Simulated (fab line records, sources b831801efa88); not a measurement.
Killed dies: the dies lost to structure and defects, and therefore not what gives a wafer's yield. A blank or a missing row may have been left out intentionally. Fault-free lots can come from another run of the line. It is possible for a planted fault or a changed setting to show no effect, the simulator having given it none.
fab line records | flow sky130
record lots=11 | wafers=33 | lastDay=50
route steps=708 shown METAL2@500 VIA2@530 CAPM@544 PAD_OPEN@708
lots untouched by any fault: they come from a run of this same line in which no faults occurred
startH: hours from the record's first day to the start of the lot's first wafer shown | waitH: how many hours have passed since the lot's step before this one | " as in the row above | L1.1+2: several wafers, shown together as one row | - either no value or no given start | * or withheld: withheld | < > ~ a bound
route shown NAME@n: a module of which the file shows steps, and the number in the route of the first | usual: mean/standard deviation taken from wafers without a fault | same: alike in all rows | chamber/n: place in a boat | sites: the reading at each site | _std_site: the standard deviation of these | _edge_site: mean of outer sites minus mean of inner sites | radiusMm: how far each site lies from the wafer's centre | mask NAME#n: copy n | behind: the tool/chamber that last shaped the wafer | hold: why the lot was held/for how many hours/how that ended | device: the transistor (n, p or np) that didn't switch | end of line: tests run on the same wafers once the route is complete | a step given without rows: its recipe and nothing more | killed: the dies lost at the first sort to structure and to defects; this is not the yield of the wafer | map: a wafer's dies, marking killed ones x, the rest . and places with no die _
set.NAME: the setting the step ran with; set.NAME@STEP: the setting that earlier step ran with | model.NAME: the simulator's own value behind a step, which no gauge read
one table for each step of the route and one row for each wafer, over a sample of lots
services: from which hour (startH, from the record's first day; less than 0 if before it) a tool's chamber was out of use, for how many hours, and why
## steps
# step SKY_METAL2_DESCUM_17
# recipe chemistry=O2 | sourcePowerW=150 | biasPowerW=0 | pressureMtorr=10 | tempC=40 | timeS=8
# usual drypumpMotorCurrentA=5.7/0.5 | oesProductAu=0.999/0.0089
lot.wafer | tool        | chamber | startH | waitH | drypumpMotorCurrentA | oesProductAu | rfHoursCounterH
L764.1    | rieMetal-04 | 0       | 822.91 | 0.0   | 4.9                  | 1.004        | 12
L764.2    | "           | 1       | "      | "     | 5.3                  | 0.994        | 7
L764.6    | "           | 1       | "      | "     | 5.4                  | 0.994        | -
L765.2    | rieMetal-02 | 0       | 862.91 | 0.0   | 5.8                  | 1.020        | 4
L765.3    | "           | 0       | "      | "     | 5.8                  | 1.016        | -
L765.5    | "           | 0       | "      | "     | 5.8                  | 1.017        | -
L769.1    | rieMetal-04 | 0       | 867.59 | 0.0   | 4.9                  | 0.998        | 14
L769.2    | "           | 1       | "      | "     | 5.3                  | 1.003        | 9
L769.4    | "           | 0       | "      | "     | 4.9                  | 1.019        | -
L772.1    | rieMetal-02 | 0       | 883.39 | 0.0   | 5.7                  | 1.009        | 5
L772.4    | "           | 1       | "      | "     | 6.2                  | 0.997        | -
L772.5    | "           | 1       | "      | "     | 6.2                  | 0.998        | -
L773.1    | rieMetal-02 | 0       | 896.26 | 0.0   | 5.7                  | 1.015        | 5
L773.4    | "           | 1       | "      | "     | 6.2                  | 0.999        | -
L773.6    | "           | 0       | "      | "     | 5.7                  | 1.003        | -
L774.1    | rieMetal-02 | 1       | 909.21 | 0.0   | 6.3                  | 0.996        | 3
L774.4    | "           | 1       | "      | "     | 6.3                  | 1.006        | -
L774.5    | "           | 0       | "      | "     | 5.7                  | 1.009        | -
L777.4    | rieMetal-04 | 1       | 925.05 | 0.0   | 5.4                  | 0.991        | -
L777.5    | "           | 1       | "      | "     | 5.4                  | 0.988        | -
L777.6    | "           | 1       | "      | "     | 5.4                  | 0.988        | -
L779.1    | rieMetal-01 | 1       | 938.60 | 0.0   | 6.2                  | 0.995        | 10
L779.2    | "           | 0       | "      | "     | 6.4                  | 0.991        | 14
L779.5    | "           | 1       | "      | "     | 6.2                  | 0.996        | -
L781.1    | rieMetal-02 | 1       | 959.71 | 0.0   | 6.2                  | 0.999        | 7
L781.5    | "           | 0       | "      | "     | 5.7                  | 1.012        | -
L781.6    | "           | 1       | "      | "     | 6.2                  | 0.999        | -
L783.3    | rieMetal-01 | 1       | 971.61 | 0.0   | 6.2                  | 0.986        | -
L783.5    | "           | 1       | "      | "     | 6.3                  | 0.986        | -
L783.6    | "           | 0       | "      | "     | 6.4                  | 0.983        | -
L785.1    | rieMetal-01 | 0       | 975.60 | 0.0   | 6.4                  | 0.978        | 16
L785.2    | "           | 1       | "      | "     | 6.2                  | 0.982        | 12
L785.5    | "           | 1       | "      | "     | 6.2                  | 0.987        | -
# step SKY_METAL2_ETCH_18
# recipe chemistry=N2/H2 | target=BARC | ionEnergyEv=200 | biasW=100 | pressureMtorr=30 | n2FlowSccm=100 | h2FlowSccm=200 | icpW=500 | stopOn=SiO2 | timeS=45.9 | targetDepthA=600
# usual drypumpMotorCurrentA=5.8/0.5 | h2FlowSccm=200.0/0.6 | oesProductAu=0.855/0.0047 | throttleValvePct=13.225/0.0094
lot.wafer | tool        | chamber | startH | waitH | drypumpMotorCurrentA | h2FlowSccm | oesProductAu | rfHoursCounterH | throttleValvePct
L764.1    | rieMetal-04 | 0       | 822.95 | 0.0   | 4.9                  | 199.8      | 0.859        | 12              | 13.237
L764.2    | "           | 1       | "      | "     | 5.3                  | 200.6      | 0.862        | 7               | 13.216
L764.6    | "           | 1       | "      | "     | 5.4                  | 200.1      | 0.869        | -               | 13.220
L765.2    | rieMetal-02 | 0       | 862.95 | 0.0   | 5.7                  | 200.4      | 0.845        | 4               | 13.230
L765.3    | "           | 0       | "      | "     | 5.8                  | 199.6      | 0.856        | -               | 13.234
L765.5    | "           | 0       | "      | "     | 5.8                  | 199.3      | 0.850        | -               | 13.234
L769.1    | rieMetal-04 | 0       | 867.63 | 0.0   | 4.9                  | 200.4      | 0.850        | 14              | 13.221
L769.2    | "           | 1       | "      | "     | 5.3                  | 200.7      | 0.857        | 9               | 13.216
L769.4    | "           | 0       | "      | "     | 4.9                  | 201.3      | 0.850        | -               | 13.227
L772.1    | rieMetal-02 | 0       | 883.43 | 0.0   | 5.7                  | 199.3      | 0.861        | 5               | 13.236
L772.4    | "           | 1       | "      | "     | 6.3                  | 200.0      | 0.858        | -               | 13.229
L772.5    | "           | 1       | "      | "     | 6.2                  | 200.4      | 0.858        | -               | 13.214
L773.1    | rieMetal-02 | 0       | 896.29 | 0.0   | 5.7                  | 200.3      | 0.851        | 5               | 13.234
L773.4    | "           | 1       | "      | "     | 6.2                  | 200.2      | 0.861        | -               | 13.240
L773.6    | "           | 0       | "      | "     | 5.8                  | 200.5      | 0.854        | -               | 13.230
L774.1    | rieMetal-02 | 1       | 909.24 | 0.0   | 6.3                  | 200.3      | 0.857        | 3               | 13.228
L774.4    | "           | 1       | "      | "     | 6.2                  | 199.4      | 0.854        | -               | 13.227
L774.5    | "           | 0       | "      | "     | 5.8                  | 199.6      | 0.855        | -               | 13.223
L777.4    | rieMetal-04 | 1       | 925.14 | 0.1   | 5.3                  | 199.6      | 0.854        | -               | 13.220
L777.5    | "           | 1       | "      | "     | 5.4                  | 198.7      | 0.857        | -               | 13.242
L777.6    | "           | 1       | "      | "     | 5.3                  | 199.5      | 0.858        | -               | 13.214
L779.1    | rieMetal-01 | 1       | 938.63 | 0.0   | 6.2                  | 200.5      | 0.852        | 10              | 13.226
L779.2    | "           | 0       | "      | "     | 6.4                  | 198.9      | 0.853        | 14              | 13.235
L779.5    | "           | 1       | "      | "     | 6.2                  | 201.0      | 0.858        | -               | 13.224
L781.1    | rieMetal-02 | 1       | 959.74 | 0.0   | 6.2                  | 201.1      | 0.854        | 7               | 13.226
L781.5    | "           | 0       | "      | "     | 5.7                  | 200.1      | 0.860        | -               | 13.230
L781.6    | "           | 1       | "      | "     | 6.2                  | 200.6      | 0.857        | -               | 13.231
L783.3    | rieMetal-01 | 1       | 971.65 | 0.0   | 6.2                  | 200.4      | 0.854        | -               | 13.207
L783.5    | "           | 1       | "      | "     | 6.2                  | 200.1      | 0.849        | -               | 13.213
L783.6    | "           | 0       | "      | "     | 6.4                  | 200.7      | 0.855        | -               | 13.229
L785.1    | rieMetal-01 | 0       | 975.63 | 0.0   | 6.4                  | 200.9      | 0.853        | 16              | 13.214
L785.2    | "           | 1       | "      | "     | 6.3                  | 200.4      | 0.850        | 12              | 13.221
L785.5    | "           | 1       | "      | "     | 6.2                  | 200.6      | 0.854        | -               | 13.231
# step SKY_VIA2_THK_MEAS_23
# recipe thkMeasGauge=xrf | reads=W_of_VIA2_CVD_21
# usual VIA2_W_THK=414/8
lot.wafer | tool         | chamber | startH  | waitH | VIA2_W_THK[nm]
L764.1    | filmMetro-03 | -       | 851.64  | 0.1   | 405
L764.2    | "            | -       | "       | "     | 417
L764.6    | "            | -       | "       | "     | 405
L765.2    | filmMetro-04 | -       | 891.59  | 0.1   | 415
L765.3    | "            | -       | "       | "     | 415
L765.5    | "            | -       | "       | "     | 420
L769.1    | filmMetro-04 | -       | 896.21  | 0.1   | 419
L769.2    | "            | -       | "       | "     | 410
L769.4    | "            | -       | "       | "     | 411
L772.1    | filmMetro-01 | -       | 911.48  | 0.1   | 405
L772.4    | "            | -       | "       | "     | 407
L772.5    | "            | -       | "       | "     | 409
L773.1    | filmMetro-01 | -       | 923.72  | 0.1   | 404
L773.4    | "            | -       | "       | "     | 408
L773.6    | "            | -       | "       | "     | 407
L774.1    | filmMetro-04 | -       | 936.63  | 0.1   | 419
L774.4    | "            | -       | "       | "     | 417
L774.5    | "            | -       | "       | "     | 432
L777.4    | filmMetro-01 | -       | 951.35  | 0.1   | 405
L777.5    | "            | -       | "       | "     | 414
L777.6    | "            | -       | "       | "     | 406
L779.1    | filmMetro-01 | -       | 967.31  | 0.1   | 404
L779.2    | "            | -       | "       | "     | 413
L779.5    | "            | -       | "       | "     | 403
L781.1    | filmMetro-01 | -       | 985.58  | 0.1   | 417
L781.5    | "            | -       | "       | "     | 422
L781.6    | "            | -       | "       | "     | 410
L783.3    | filmMetro-03 | -       | 997.49  | 0.1   | 410
L783.5    | "            | -       | "       | "     | 410
L783.6    | "            | -       | "       | "     | 423
L785.1    | filmMetro-01 | -       | 1000.92 | 0.1   | 409
L785.2    | "            | -       | "       | "     | 417
L785.5    | "            | -       | "       | "     | 409
# step SKY_CAPM_COAT_07
# recipe resist=NOVOLAK | spinRpm=3000 | resistThkNm=1140
# usual chillPlateTempC=22.98/0.085
lot.wafer | tool          | chamber | startH  | waitH | chillPlateTempC
L764.1    | lithoTrack-04 | 0       | 865.16  | 0.1   | 22.81
L764.2    | "             | 0       | "       | "     | 22.95
L764.6    | "             | 0       | "       | "     | 22.90
L765.2    | lithoTrack-04 | 0       | 904.63  | 0.1   | 23.15
L765.3    | "             | 0       | "       | "     | 23.20
L765.5    | "             | 0       | "       | "     | 23.02
L769.1    | lithoTrack-01 | 0       | 909.66  | 0.1   | 22.99
L769.2    | "             | 0       | "       | "     | 22.87
L769.4    | "             | 0       | "       | "     | 22.99
L772.1    | lithoTrack-01 | 0       | 923.76  | 0.1   | 22.79
L772.4    | "             | 0       | "       | "     | 23.03
L772.5    | "             | 0       | "       | "     | 22.93
L773.1    | lithoTrack-04 | 0       | 936.46  | 0.1   | 23.17
L773.4    | "             | 0       | "       | "     | 23.16
L773.6    | "             | 0       | "       | "     | 23.16
L774.1    | lithoTrack-04 | 0       | 948.76  | 0.1   | 22.99
L774.4    | "             | 0       | "       | "     | 23.02
L774.5    | "             | 0       | "       | "     | 23.07
L777.4    | lithoTrack-03 | 0       | 964.15  | 0.1   | 22.97
L777.5    | "             | 0       | "       | "     | 23.04
L777.6    | "             | 0       | "       | "     | 22.88
L779.1    | lithoTrack-01 | 0       | 979.01  | 0.1   | 22.87
L779.2    | "             | 0       | "       | "     | 22.73
L779.5    | "             | 0       | "       | "     | 22.93
L781.1    | lithoTrack-01 | 0       | 997.21  | 0.1   | 23.06
L781.5    | "             | 0       | "       | "     | 23.10
L781.6    | "             | 0       | "       | "     | 22.96
L783.3    | lithoTrack-03 | 0       | 1010.23 | 0.1   | 22.96
L783.5    | "             | 0       | "       | "     | 22.98
L783.6    | "             | 0       | "       | "     | 22.93
L785.1    | lithoTrack-04 | 0       | 1013.26 | 0.1   | 23.10
L785.2    | "             | 0       | "       | "     | 22.96
L785.5    | "             | 0       | "       | "     | 23.00
# step SKY_CAPM_STRIP_14
# recipe chemistry=O2/N2 | powerW=1400 | pressureMtorr=1500 | platenTempC=withheld | o2FlowSccm=3000 | n2FlowSccm=300 | overashFraction=0.5
# usual drypumpMotorCurrentA=5.8/0.61 | oesProductAu=0.710/0.0046 | stripTimeToEndpointS=12.63/0.055
lot.wafer | tool           | chamber | startH  | waitH | drypumpMotorCurrentA | oesProductAu | rfHoursCounterH | stripTimeToEndpointS
L764.1    | plasmaAsher-04 | 1       | 878.62  | 0.1   | 5.2                  | 0.710        | 108             | 12.77
L764.2    | "              | 0       | "       | "     | 6.2                  | 0.721        | 108             | 12.67
L764.6    | "              | 1       | "       | "     | 5.2                  | 0.714        | -               | 12.69
L765.2    | plasmaAsher-01 | 0       | 917.12  | 0.1   | 5.3                  | 0.712        | 17              | 12.67
L765.3    | "              | 0       | "       | "     | 5.3                  | 0.716        | -               | 12.68
L765.5    | "              | 0       | "       | "     | 5.3                  | 0.702        | -               | 12.73
L769.1    | plasmaAsher-01 | 0       | 921.32  | 0.1   | 5.3                  | 0.709        | 17              | 12.69
L769.2    | "              | 1       | "       | "     | 6.5                  | 0.714        | 17              | 12.62
L769.4    | "              | 0       | "       | "     | 5.3                  | 0.706        | -               | 12.68
L772.1    | plasmaAsher-03 | 0       | 936.27  | 0.1   | 5.2                  | 0.710        | 80              | 12.63
L772.4    | "              | 0       | "       | "     | 5.2                  | 0.710        | -               | 12.59
L772.5    | "              | 1       | "       | "     | 6.5                  | 0.711        | -               | 12.61
L773.1    | plasmaAsher-01 | 0       | 948.29  | 0.1   | 5.3                  | 0.698        | 20              | 12.78
L773.4    | "              | 0       | "       | "     | 5.3                  | 0.705        | -               | 12.75
L773.6    | "              | 0       | "       | "     | 5.3                  | 0.708        | -               | 12.78
L774.1    | plasmaAsher-03 | 0       | 961.57  | 0.1   | 5.2                  | 0.709        | 83              | 12.80
L774.4    | "              | 1       | "       | "     | 6.6                  | 0.715        | -               | 12.82
L774.5    | "              | 0       | "       | "     | 5.2                  | 0.710        | -               | 12.79
L777.4    | plasmaAsher-01 | 0       | 975.76  | 0.1   | 5.3                  | 0.711        | -               | 12.65
L777.5    | "              | 1       | "       | "     | 6.5                  | 0.709        | -               | 12.60
L777.6    | "              | 0       | "       | "     | 5.3                  | 0.709        | -               | 12.56
L779.1    | plasmaAsher-01 | 1       | 991.74  | 0.1   | 6.6                  | 0.710        | 24              | 12.49
L779.2    | "              | 0       | "       | "     | 5.3                  | 0.701        | 24              | 12.54
L779.5    | "              | 0       | "       | "     | 5.3                  | 0.713        | -               | 12.56
L781.1    | plasmaAsher-01 | 0       | 1009.09 | 0.1   | 5.3                  | 0.705        | 26              | 12.65
L781.5    | "              | 0       | "       | "     | 5.3                  | 0.719        | -               | 12.70
L781.6    | "              | 1       | "       | "     | 6.5                  | 0.719        | -               | 12.61
L783.3    | plasmaAsher-03 | 0       | 1021.97 | 0.1   | 5.2                  | 0.714        | -               | 12.52
L783.5    | "              | 0       | "       | "     | 5.2                  | 0.713        | -               | 12.55
L783.6    | "              | 1       | "       | "     | 6.6                  | 0.709        | -               | 12.54
L785.1    | plasmaAsher-04 | 0       | 1024.52 | 0.1   | 6.1                  | 0.709        | 122             | 12.59
L785.2    | "              | 1       | "       | "     | 5.2                  | 0.706        | 122             | 12.59
L785.5    | "              | 0       | "       | "     | 6.2                  | 0.708        | -               | 12.60
# step SKY_PAD_OPEN_PROBE_99
# usual defectLimitedYield=82.7/2.1 | killed_at_M0_to_M3=43/7.2 | killed_at_M4_up=3.3/1.8 | killedAtContacts=23/5.5 | killedAtFrontEnd=16/5.1 | killedAtOther=0.4/0.65 | killedDies=85/10 | killedOnRim=17/4.3 | killedOpen=46/7.1 | killedShort=38/7.2 | sort_bin_3_pad_short=0.9/0.41 | sort_bin_5_function=10.2/1.5 | sort_bin_6_memory=6.2/1.1 | sortNPass=407/10 | sortYieldPct=82.7/2.1
# same grossDies=492 | killedAtBackSide=0 | sort_bin_4_leakage[%]=0 | sort_bin_8_speed[%]=0
lot.wafer | tool      | chamber | startH  | waitH | defectLimitedYield[%] | killed_at_M0_to_M3 | killed_at_M4_up | killedAtContacts | killedAtFrontEnd | killedAtOther | killedDies | killedOnRim | killedOpen | killedShort | sort_bin_3_pad_short[%] | sort_bin_5_function[%] | sort_bin_6_memory[%] | sortNPass | sortYieldPct[%]
L773.1    | prober-01 | -       | 1135.59 | 0.1   | 86.6                  | 38                 | 3               | 21               | 4                | 0             | 66         | 11          | 40         | 26          | 0.6                     | 7.7                    | 5.1                  | 426       | 86.6
L773.4    | prober-01 | -       | 1135.74 | 0.2   | 84.6                  | 36                 | 2               | 30               | 8                | 0             | 76         | 21          | 44         | 31          | 0.8                     | 8.7                    | 5.9                  | 416       | 84.6
L773.6    | prober-01 | -       | 1135.84 | 0.2   | 83.5                  | 42                 | 4               | 22               | 12               | 1             | 81         | 12          | 45         | 36          | 0.6                     | 10.0                   | 5.9                  | 411       | 83.5
L777.4    | prober-01 | -       | 1155.94 | 0.2   | 80.7                  | 44                 | 1               | 38               | 11               | 1             | 95         | 22          | 54         | 41          | 2.0                     | 11.2                   | 6.1                  | 397       | 80.7
L777.5    | prober-01 | -       | 1155.99 | 0.2   | 82.1                  | 44                 | 3               | 24               | 16               | 1             | 88         | 20          | 47         | 41          | 0.8                     | 10.0                   | 7.1                  | 404       | 82.1
L777.6    | prober-01 | -       | 1156.04 | 0.2   | 82.1                  | 48                 | 3               | 19               | 18               | 0             | 88         | 18          | 50         | 38          | 0.8                     | 11.6                   | 5.5                  | 404       | 82.1
# killed by level:class
L773.1 VIA1:geometricParticle:open=13 LI_CONTACT:geometricParticle:open=9 METAL1:geometricParticle:short=7 CONTACT:geometricParticle:open=6 METAL2:geometricParticle:short=4 VIA3:geometricParticle:open=4 CONTACT:geometricParticle:short=3 VIA1:geometricParticle:short=3
L773.4 CONTACT:geometricParticle:open=14 VIA1:geometricParticle:open=11 LI_CONTACT:geometricParticle:open=7 METAL2:geometricParticle:short=5 LI_CONTACT:geometricParticle:short=4 VIA1:geometricParticle:short=4 VIA2:geometricParticle:short=4 VIA3:geometricParticle:open=4
L773.6 CONTACT:geometricParticle:open=11 VIA1:geometricParticle:open=10 VIA3:geometricParticle:open=8 VIA1:geometricParticle:short=6 METAL1:geometricParticle:short=5 METAL3:geometricParticle:short=5 FIELD_ISO:geometricParticle:open=4 POLY_GATE:geometricParticle:open=4
L777.4 CONTACT:geometricParticle:open=17 VIA1:geometricParticle:open=11 LI_CONTACT:geometricParticle:open=9 VIA3:geometricParticle:open=7 FIELD_ISO:geometricParticle:short=5 LOCAL_INTERCONNECT:geometricParticle:short=5 VIA2:geometricParticle:open=5 CONTACT:geometricParticle:short=4
L777.5 CONTACT:geometricParticle:open=12 VIA1:geometricParticle:open=8 VIA3:geometricParticle:open=8 VIA1:geometricParticle:short=6 LI_CONTACT:geometricParticle:open=6 METAL2:geometricParticle:short=6 POLY_GATE:geometricParticle:short=5 VIA2:geometricParticle:open=5
L777.6 VIA1:geometricParticle:open=17 METAL1:geometricParticle:short=7 METAL2:geometricParticle:short=7 VIA3:geometricParticle:open=7 CONTACT:geometricParticle:open=6 LI_CONTACT:geometricParticle:open=5 VIA1:geometricParticle:short=5 LOCAL_INTERCONNECT:geometricParticle:open=4
## services
tool           | chamber | startH | hours | kind
rieMetal-02    | 1       | 803.91 | -     | clean
rieMetal-02    | 1       | 803.91 | 17.3  | scheduledDown
rieMetal-02    | 1       | 803.91 | 17.3  | ventCycle
rieMetal-04    | -       | 832.26 | 0.5   | repair
plasmaAsher-01 | -       | 837.05 | 2.1   | repair
plasmaAsher-04 | -       | 846.12 | 0.6   | repair
rieMetal-04    | 0       | 917.64 | -     | clean
rieMetal-04    | 0       | 917.64 | 19.2  | scheduledDown
rieMetal-04    | 0       | 917.64 | 19.2  | ventCycle
plasmaAsher-01 | -       | 947.24 | 0.9   | repair
rieMetal-04    | 1       | 962.81 | 13.1  | repair
rieMetal-01    | -       | 974.44 | 0.9   | repair
plasmaAsher-04 | -       | 980.56 | 2.8   | pm
rieMetal-04    | -       | 997.15 | 2.8   | pm
## key
firstSign step=SKY_CAPM_STRIP_14 | reading=stripTimeToEndpointS | direction=up | sigmas=2.8 | usual=* | struck=*
effect none on later readings
metAt SKY_CAPM_COAT_07
struckLots L773,L774
notActingAt SKY_METAL2_DESCUM_17,SKY_METAL2_ETCH_18,SKY_VIA2_THK_MEAS_23
onsetBetween 904.63 936.46
fault kind=processParameterDrift | tool=lithoTrack-04 | chamber=- | onsetH=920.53 | steps=SKY_CAPM_COAT_07 | channel=resistThkNm | offset=13.718 | shape=step | endH=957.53 | actsIn=theseRecipesOnly | stated=1140
